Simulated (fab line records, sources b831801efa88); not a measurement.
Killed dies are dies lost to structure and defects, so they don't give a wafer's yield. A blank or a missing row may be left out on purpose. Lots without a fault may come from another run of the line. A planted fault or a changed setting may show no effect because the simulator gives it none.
Which tool did it? | flow sky130 | 24 lots, 72 wafers sampled, at 4 steps of a route of 708

WHAT THE GAUGES READ, wafer by wafer
SKY_PWDE_TW_MEAS_10. Usual: PWDE_TW 375.3, standard deviation 3.
lot  | measured    | on            | PWDE_TW           | flag
L074 | day 4 10:21 | film_metro-01 | 379.0 379.1 380.2 |
L076 | day 4 13:43 | film_metro-03 | 371.0 372.7 372.7 |
L075 | day 4 14:04 | film_metro-01 | 379.7 379.9 379.1 |
L077 | day 4 22:34 | film_metro-04 | 372.0 370.4 371.6 |
L078 | day 4 22:56 | film_metro-03 | 370.9 372.3 374.6 |
L079 | day 5 09:03 | film_metro-04 | 373.4 376.7 374.6 |
L080 | day 5 11:24 | film_metro-04 | 373.2 374.5 374.1 |
L081 | day 5 12:32 | film_metro-04 | 375.4 373.7 374.2 |
L082 | day 5 17:44 | film_metro-01 | 377.6 379.7 376.8 |
L083 | day 5 23:01 | film_metro-01 | 380.6 379.6 378.1 |
L084 | day 6 07:37 | film_metro-01 | 376.0 376.5 378.2 |
L085 | day 6 12:07 | film_metro-04 | 372.4 374.4 369.9 |
L086 | day 6 17:49 | film_metro-01 | 375.8 379.0 377.8 |
L087 | day 7 02:37 | film_metro-01 | 378.1 375.7 377.4 |
L088 | day 7 06:15 | film_metro-01 | 375.6 374.3 377.9 |
L089 | day 7 11:10 | film_metro-01 | 378.1 376.5 375.1 |
L090 | day 7 13:16 | film_metro-03 | 371.6 373.8 371.9 |
L091 | day 7 19:16 | film_metro-03 | 374.2 371.6 372.3 |
L092 | day 7 23:05 | film_metro-01 | 377.3 376.8 374.8 |
L093 | day 8 07:38 | film_metro-03 | 374.9 375.8 374.6 |
L094 | day 8 11:40 | film_metro-01 | 379.6 377.2 378.1 |
L095 | day 8 16:24 | film_metro-04 | 374.4 371.1 371.1 |
L096 | day 9 06:12 | film_metro-01 | 378.4 375.8 378.6 |
L097 | day 9 10:57 | film_metro-03 | 369.9 373.1 372.1 |

SKY_SONOS_ONO_THK_MEAS_03. Usual: SONOS_ONO_CVD_02_THK 10.69 nm, standard deviation 0.15.
lot  | measured     | on            | SONOS_ONO_CVD_02_THK (nm) | flag
L074 | day 12 08:02 | film_metro-02 | 10.71 10.66 10.72         |
L076 | day 12 11:52 | film_metro-04 | 10.84 10.86 11.01         |
L075 | day 12 13:13 | film_metro-02 | 10.57 10.53 10.67         |
L077 | day 13 03:16 | film_metro-03 | 10.77 10.71 10.69         |
L078 | day 13 04:50 | film_metro-04 | 10.76 10.68 10.69         |
L079 | day 13 16:46 | film_metro-02 | 10.69 10.55 10.76         |
L080 | day 13 19:36 | film_metro-03 | 10.61 10.68 10.71         |
L081 | day 13 23:38 | film_metro-02 | 10.69 10.60 10.71         |
L082 | day 14 10:58 | film_metro-04 | 10.72 10.67 10.72         |
L083 | day 14 15:18 | film_metro-03 | 10.99 10.86 10.66         |
L084 | day 15 01:55 | film_metro-02 | 10.68 10.78 10.61         |
L085 | day 15 12:07 | film_metro-04 | 10.61 10.55 10.80         |
L086 | day 15 14:58 | film_metro-02 | 10.68 10.53 10.55         |
L087 | day 16 06:52 | film_metro-04 | 10.54 10.60 10.72         |
L088 | day 16 10:28 | film_metro-03 | 10.86 11.02 10.74         |
L089 | day 16 16:23 | film_metro-04 | 10.93 10.95 10.93         |
L090 | day 16 19:32 | film_metro-04 | 10.97 11.00 10.97         |
L091 | day 17 03:17 | film_metro-03 | 10.54 10.64 10.72         |
L092 | day 17 11:58 | film_metro-04 | 10.69 10.78 10.55         |
L093 | day 18 00:16 | film_metro-02 | 10.58 10.46 10.63         |
L094 | day 18 03:07 | film_metro-02 | 10.64 10.63 10.64         |
L095 | day 18 15:49 | film_metro-03 | 10.50 10.36 10.47         |
L096 | day 19 04:59 | film_metro-04 | 10.55 10.63 10.52         |
L097 | day 19 10:14 | film_metro-02 | 10.49 10.53 10.52         |

SKY_CONTACT_RS_MEAS_25: measures by four-point-probe. Usual: CONTACT_W_RS 0.337 ohm/sq, standard deviation 0.0038.
lot  | measured     | on            | CONTACT_W_RS (ohm/sq) | flag
L074 | day 32 11:47 | film_metro-02 | 0.339 0.335 0.338     |
L076 | day 32 19:46 | film_metro-04 | 0.338 0.342 0.341     |
L075 | day 32 20:34 | film_metro-03 | 0.337 0.341 0.334     |
L077 | day 33 08:18 | film_metro-03 | 0.338 0.331 0.338     |
L078 | day 33 13:12 | film_metro-04 | 0.330 0.332 0.337     |
L079 | day 33 18:37 | film_metro-04 | 0.338 0.334 0.342     |
L080 | day 33 23:55 | film_metro-02 | 0.334 0.331 0.332     |
L081 | day 34 06:40 | film_metro-02 | 0.342 0.339 0.338     |
L082 | day 34 18:07 | film_metro-03 | 0.331 0.335 0.324     |
L083 | day 34 21:46 | film_metro-04 | 0.339 0.338 0.341     |
L084 | day 35 06:02 | film_metro-04 | 0.337 0.335 0.336     |
L085 | day 35 14:20 | film_metro-02 | 0.339 0.340 0.339     |
L086 | day 35 19:35 | film_metro-04 | 0.339 0.331 0.334     |
L087 | day 36 09:07 | film_metro-02 | 0.333 0.331 0.336     |
L088 | day 36 10:09 | film_metro-03 | 0.339 0.339 0.341     |
L089 | day 36 18:46 | film_metro-04 | 0.333 0.337 0.337     |
L090 | day 36 20:08 | film_metro-02 | 0.337 0.334 0.336     |
L091 | day 37 00:53 | film_metro-04 | 0.338 0.334 0.339     |
L092 | day 37 07:41 | film_metro-03 | 0.332 0.341 0.340     |
L093 | day 37 20:08 | film_metro-04 | 0.342 0.336 0.333     |
L094 | day 38 00:09 | film_metro-02 | 0.337 0.340 0.333     |
L095 | day 38 08:56 | film_metro-04 | 0.336 0.341 0.335     |
L096 | day 38 17:28 | film_metro-04 | 0.335 0.338 0.340     |
L097 | day 39 01:02 | film_metro-04 | 0.347 0.346 0.343     |

WHICH TOOL RAN EACH LOT (tool, then ch and the chambers of the sampled wafers, then the start)
lot  | SKY_LOCAL_INTERCONNECT_STRIP_15
L074 | plasma_asher-03 ch 0,1, day 31 06:07
L076 | plasma_asher-04 ch 0,1, day 31 13:38
L075 | plasma_asher-01 ch 0,1, day 31 14:27
L077 | plasma_asher-01 ch 0,1, day 32 02:21
L078 | plasma_asher-01 ch 0,1, day 32 07:54
L079 | plasma_asher-01 ch 0,1, day 32 12:40
L080 | plasma_asher-03 ch 0,1, day 32 19:16
L081 | plasma_asher-01 ch 0,1, day 33 00:36
L082 | plasma_asher-03 ch 0,1, day 33 13:18
L083 | plasma_asher-03 ch 1, day 33 16:48
L084 | plasma_asher-03 ch 1, day 34 01:37
L085 | plasma_asher-01 ch 1, day 34 09:48
L086 | plasma_asher-01 ch 0,1, day 34 15:03
L087 | plasma_asher-04 ch 0,1, day 35 04:29
L088 | plasma_asher-03 ch 0,1, day 35 05:19
L089 | plasma_asher-01 ch 0,1, day 35 13:59
L090 | plasma_asher-03 ch 0,1, day 35 15:50
L091 | plasma_asher-03 ch 0,1, day 35 20:56
L092 | plasma_asher-03 ch 0,1, day 36 03:10
L093 | plasma_asher-01 ch 0,1, day 36 15:50
L094 | plasma_asher-03 ch 0,1, day 36 20:32
L095 | plasma_asher-01 ch 0,1, day 37 05:03
L096 | plasma_asher-01 ch 0,1, day 37 14:01
L097 | plasma_asher-03 ch 0,1, day 37 21:31
- SKY_LOCAL_INTERCONNECT_STRIP_15: strips in O2/N2.

WHAT THE TOOLS THEMSELVES READ (means of the sampled wafers that have a number; where no wafer has one, the mark that the record gives instead)
SKY_LOCAL_INTERCONNECT_STRIP_15. Usual: drypump_motor_current_A 5.76 A, standard deviation 0.14; oes_product_au 0.426 a.u., standard deviation 0.004; strip_time_to_endpoint_s 4.721 s, standard deviation 0.018.
lot  | tool            | drypump_motor_current_A (A) | oes_product_au (a.u.) | strip_time_to_endpoint_s (s) | flag
L074 | plasma_asher-03 | 5.86                        | 0.429                 | 4.735                        |
L076 | plasma_asher-04 | 5.42                        | 0.425                 | 4.741                        |
L075 | plasma_asher-01 | 5.74                        | 0.428                 | 4.717                        |
L077 | plasma_asher-01 | 5.76                        | 0.427                 | 4.697                        |
L078 | plasma_asher-01 | 5.74                        | 0.426                 | 4.714                        |
L079 | plasma_asher-01 | 5.73                        | 0.428                 | 4.743                        |
L080 | plasma_asher-03 | 5.78                        | 0.425                 | 4.734                        |
L081 | plasma_asher-01 | 5.74                        | 0.426                 | 4.729                        |
L082 | plasma_asher-03 | 5.78                        | 0.426                 | 4.737                        |
L083 | plasma_asher-03 | 5.71                        | 0.428                 | 4.731                        |
L084 | plasma_asher-03 | 5.67                        | 0.426                 | 4.712                        |
L085 | plasma_asher-01 | 5.72                        | 0.425                 | 4.712                        |
L086 | plasma_asher-01 | 5.74                        | 0.429                 | 4.742                        |
L087 | plasma_asher-04 | 5.53                        | 0.426                 | 4.726                        |
L088 | plasma_asher-03 | 5.88                        | 0.431                 | 4.726                        |
L089 | plasma_asher-01 | 5.73                        | 0.425                 | 4.724                        |
L090 | plasma_asher-03 | 5.88                        | 0.427                 | 4.722                        |
L091 | plasma_asher-03 | 5.88                        | 0.427                 | 4.710                        |
L092 | plasma_asher-03 | 5.88                        | 0.425                 | 4.720                        |
L093 | plasma_asher-01 | 5.75                        | 0.427                 | 4.721                        |
L094 | plasma_asher-03 | 5.87                        | 0.422                 | 4.706                        |
L095 | plasma_asher-01 | 5.74                        | 0.424                 | 4.723                        |
L096 | plasma_asher-01 | 5.76                        | 0.426                 | 4.722                        |
L097 | plasma_asher-03 | 5.89                        | 0.424                 | 4.717                        |

THE ANSWER, worked out from the rows above alone
Rule: a lot is off if the mean of its wafers that have a number lies more than 3 standard deviations from the usual mean. A lot without any number at a reading at which 4 lots or more have one is off too. The other lots that the step has rows for count as sound. The gauges are gone through in route order, then the tools' own readings, and for those a lot's mean is taken as printed above. The first step at which some lot is off is used, and at that step the reading that is off furthest; a lot without a number counts as furthest.
No lot is off at any reading shown: from this, nothing can be told.

WHAT THE SIMULATOR HAD PUT IN
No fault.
